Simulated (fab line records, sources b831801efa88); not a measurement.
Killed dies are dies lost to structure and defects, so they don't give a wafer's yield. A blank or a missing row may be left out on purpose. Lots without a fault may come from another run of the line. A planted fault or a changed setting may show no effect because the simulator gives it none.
A struck lot beside a sound one | flow sky130 | 15 steps out of a route of 708
Sound: wafers L755.1, L755.3, L755.4. Struck: wafers L745.1, L745.2, L745.4. The cause comes at the end.
At each step with rows: each side's tool, then ch and its chambers, then its first start. Under that, the readings that differ: sound wafers | struck wafers | difference of the means | sigmas: that difference in standard deviations of wafers without a fault.
alike: readings whose means differ by less than 2 such deviations, and words and numbers that are the same on both sides. not compared: withheld readings, readings that some wafer has no value for, bounds like >300 that may hide the same value, and numbers for which the record gives no deviation and whose values overlap.
The two part at a step that has a row with sigmas, a row that says differs or no value, or rows on one side only. Numbers that don't overlap but have no deviation are shown without sigmas and don't part them. A reading that every wafer of one side lacks parts them only if that side has two wafers or more.

SKY_VIA2_BOW_MEAS_03:
  sound on film_metro-03, day 40 08:20; struck on film_metro-01, day 37 11:17
  alike: VIA2_BOW
then, 8 steps without rows for these wafers: SKY_VIA2_DEHYDRATE_04 (time 60 s); SKY_VIA2_HMDS_05 (prime time 60 s); SKY_VIA2_COAT_06 (resist thk 60 nm); SKY_VIA2_COAT_07 (resist thk 450 nm); SKY_VIA2_SOFTBAKE_08 (time 90 s); SKY_VIA2_EXPOSE_09 (exposes mask VIM2, target cd 200 nm); SKY_VIA2_PEB_10; SKY_VIA2_DEVELOP_11 (develop time 60 s).
SKY_VIA2_CD_MEAS_12: target cd 200 nm.
  sound on cd_sem-02, day 41 08:13; struck on cd_sem-01, day 38 13:16
  alike: cd_nm
SKY_VIA2_OVL_MEAS_13:
  sound on overlay-01, day 41 08:20; struck on overlay-02, day 38 13:23
  alike: VIA2_OVL
SKY_VIA2_ETCH_14: etches BARC in N2/H2, stops on SiO2, time 45.9 s, target depth 60 nm.
  sound on rie_diel-03 ch 1,2,3, day 41 08:23; struck on rie_diel-04 ch 0,1,2, day 38 13:26
  alike: bias_w, drypump_motor_current_A, oes_product_au, throttle_valve_pct
  not compared: rf_hours_counter_h
SKY_VIA2_ETCH_15: etches SiO2 in C4F8/O2/Ar, stops on TiN, target depth 546 nm, time 84 s.
  sound on rie_diel-03 ch 1,2,3, day 41 08:25; struck on rie_diel-04 ch 0,1,2, day 38 13:28
  reading    | sound          | struck         | difference | sigmas
  bias_w (W) | 1205 1200 1202 | 1251 1243 1241 | +43        | +13
  alike: oes_product_au
  not compared: rf_hours_counter_h
SKY_VIA2_STRIP_16: strips in O2/N2.
  sound on plasma_asher-01 ch 0,1, day 41 08:29; struck on plasma_asher-01 ch 0,1, day 38 13:32
  reading                      | sound             | struck            | difference | sigmas
  strip_time_to_endpoint_s (s) | 4.044 4.056 4.076 | 4.018 4.010 4.025 | -0.041     | -2
  alike: drypump_motor_current_A, oes_product_au
  not compared: rf_hours_counter_h
-- the record jumps here: 9 days lie between the struck wafers' starts before and after (it left off in module VIA2 and takes up again in module PAD_OPEN, whose first step shown is number 708 of the route) --
SKY_PAD_OPEN_PROBE_99:
  sound on prober-01, day 49 17:33; struck on prober-01, day 47 13:22
  alike: defect_limited_yield, killed_at_M0_to_M3, killed_at_M4_up, killed_at_contacts, killed_at_front_end, killed_at_other, killed_dies, killed_open, killed_short, sort_bin_3_pad_short, sort_bin_5_function, sort_bin_6_memory, sort_n_pass, sort_yield_pct

WHERE THEY PART
First at SKY_VIA2_ETCH_15; last, within this record, at SKY_VIA2_STRIP_16. Later steps at which nothing parts them and some readings are alike: SKY_PAD_OPEN_PROBE_99.

WHY: what the simulator had put in
Process parameter drift: rie_diel-04, from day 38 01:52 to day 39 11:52, at SKY_VIA2_ETCH_15. Setting bias_w, moved by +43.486, from 1200. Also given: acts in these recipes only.
